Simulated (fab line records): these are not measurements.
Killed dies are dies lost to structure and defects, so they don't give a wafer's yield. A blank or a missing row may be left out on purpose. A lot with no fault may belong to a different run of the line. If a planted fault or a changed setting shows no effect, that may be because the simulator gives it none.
Shared-tool check ; flow sky130 ; Sampled: 13 lots, 39 wafers

## REASON FOR OPENING
SKY_VT_ADJUST_HVTR_OVL_MEAS_08, reading VT_ADJUST_HVTR_OVL: flagged on 4 of 13 lots. No-fault wafers: 0.0 nm, standard deviation 1.6.
Rule: a lot gets a flag if all its wafers with a number sit over 4 standard deviations from that mean, or if no wafer of it has a number. All remaining lots are regarded as sound.

lot;measured;on;VT_ADJUST_HVTR_OVL (nm), wafer by wafer;flag
L308;day 10 01:43;overlay-01;-2.1 -1.3 -1.0;
L309;day 10 14:40;overlay-02;0.3 1.6 1.5;
L310;day 10 19:32;overlay-02;0.6 -0.3 1.2;
L311;day 11 05:11;overlay-02;0.9 0.6 0.0;
L312;day 11 09:21;overlay-02;2.6 2.0 3.1;
L313;day 11 12:02;overlay-01;-1.3 -1.3 -1.2;
L314;day 11 20:19;overlay-01;118.3 117.9 117.9;FLAGGED
L315;day 12 07:32;overlay-01;121.6 119.4 118.4;FLAGGED
L316;day 12 10:40;overlay-01;117.2 116.0 117.5;FLAGGED
L317;day 12 19:13;overlay-01;120.4 119.1 118.0;FLAGGED
L323;day 14 12:47;overlay-01;-0.8 -0.3 -2.1;
L324;day 14 20:14;overlay-01;0.8 0.4 -1.2;
L328;day 15 23:00;overlay-02;0.0 0.7 -0.2;
The mean of the flagged lots' numbers is 118.5 nm, +118.5 nm from the usual (+74 standard deviations).

## TOOL THAT RAN EACH LOT
The record holds 2 process steps before the reading, out of a route of 708 steps. Each cell gives the tool, then ch followed by the chambers the sampled wafers passed through, then the start.
lot;flag;SKY_FIELD_ISO_STRIP_16;SKY_VT_ADJUST_HVTR_EXPOSE_04
L308;;plasma_asher-03 ch 0,1, day 2 07:28;iline_stepper-01 ch 0, day 9 14:34
L309;;plasma_asher-01 ch 0,1, day 2 14:15;iline_stepper-01 ch 0, day 10 02:58
L310;;plasma_asher-01 ch 0,1, day 2 16:37;iline_stepper-01 ch 0, day 10 07:56
L311;;plasma_asher-03 ch 0,1, day 2 21:41;iline_stepper-02 ch 0, day 10 17:34
L312;;plasma_asher-02 ch 0,1, day 3 02:22;iline_stepper-02 ch 0, day 10 21:45
L313;;plasma_asher-02 ch 0,1, day 3 06:56;iline_stepper-01 ch 0, day 11 01:10
L314;FLAGGED;plasma_asher-02 ch 0,1, day 3 13:10;iline_stepper-01 ch 0, day 11 08:49
L315;FLAGGED;plasma_asher-03 ch 0,1, day 3 21:24;iline_stepper-01 ch 0, day 11 19:39
L316;FLAGGED;plasma_asher-01 ch 1, day 4 01:10;iline_stepper-01 ch 0, day 11 22:30
L317;FLAGGED;plasma_asher-03 ch 0,1, day 4 06:02;iline_stepper-01 ch 0, day 12 06:46
L323;;plasma_asher-02 ch 0,1, day 5 12:26;iline_stepper-02 ch 0, day 13 23:02
L324;;plasma_asher-03 ch 0,1, day 5 19:22;iline_stepper-02 ch 0, day 14 06:58
L328;;plasma_asher-03 ch 0,1, day 6 13:07;iline_stepper-02 ch 0, day 15 09:30
These steps, and what they do:
- SKY_FIELD_ISO_STRIP_16: strips in O2/N2.
- SKY_VT_ADJUST_HVTR_EXPOSE_04: exposes mask HVTRM, target cd 380 nm.
- SKY_VT_ADJUST_HVTR_OVL_MEAS_08

## FLAGGED OVER TOTAL, TOOL BY TOOL (the gauges that took the reading come last)
step;tool;lots run;flagged;share of the flagged lots;sound lots run after its first flagged lot
SKY_FIELD_ISO_STRIP_16;plasma_asher-01;3;1;some;0
SKY_FIELD_ISO_STRIP_16;plasma_asher-02;4;1;some;1 (L323)
SKY_FIELD_ISO_STRIP_16;plasma_asher-03;6;2;some;2 (L324,L328)
SKY_VT_ADJUST_HVTR_EXPOSE_04;iline_stepper-01;8;4;all;0
SKY_VT_ADJUST_HVTR_EXPOSE_04;iline_stepper-02;5;0;none;-
SKY_VT_ADJUST_HVTR_OVL_MEAS_08;overlay-01;8;4;all;2 (L323,L324)
SKY_VT_ADJUST_HVTR_OVL_MEAS_08;overlay-02;5;0;none;-

## WHAT THE TABLE ALLOWS
2 rows of the table ran every flagged lot: iline_stepper-01 at SKY_VT_ADJUST_HVTR_EXPOSE_04, overlay-01 at SKY_VT_ADJUST_HVTR_OVL_MEAS_08.
- iline_stepper-01 at SKY_VT_ADJUST_HVTR_EXPOSE_04: 4 of its 8 lots flagged. It ran its last sound lot, L313, at day 11 01:10 and its first flagged lot, L314, at day 11 08:49: a fault with its onset between the two fits.
- overlay-01 at SKY_VT_ADJUST_HVTR_OVL_MEAS_08: 4 of its 8 lots flagged. After the first flagged lot (L323, L324), sound lots still ran on it; a lasting fault on the whole tool would not permit that.
Left over: one tool, iline_stepper-01 at SKY_VT_ADJUST_HVTR_EXPOSE_04.

## WHAT WAS PUT IN BY THE SIMULATOR
Scanner matching overlay: iline_stepper-01, from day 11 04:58 on, at SKY_VT_ADJUST_HVTR_EXPOSE_04. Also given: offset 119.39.
Shown lots that were struck: L314, L315, L316, L317. The rule given above showed the same thing.
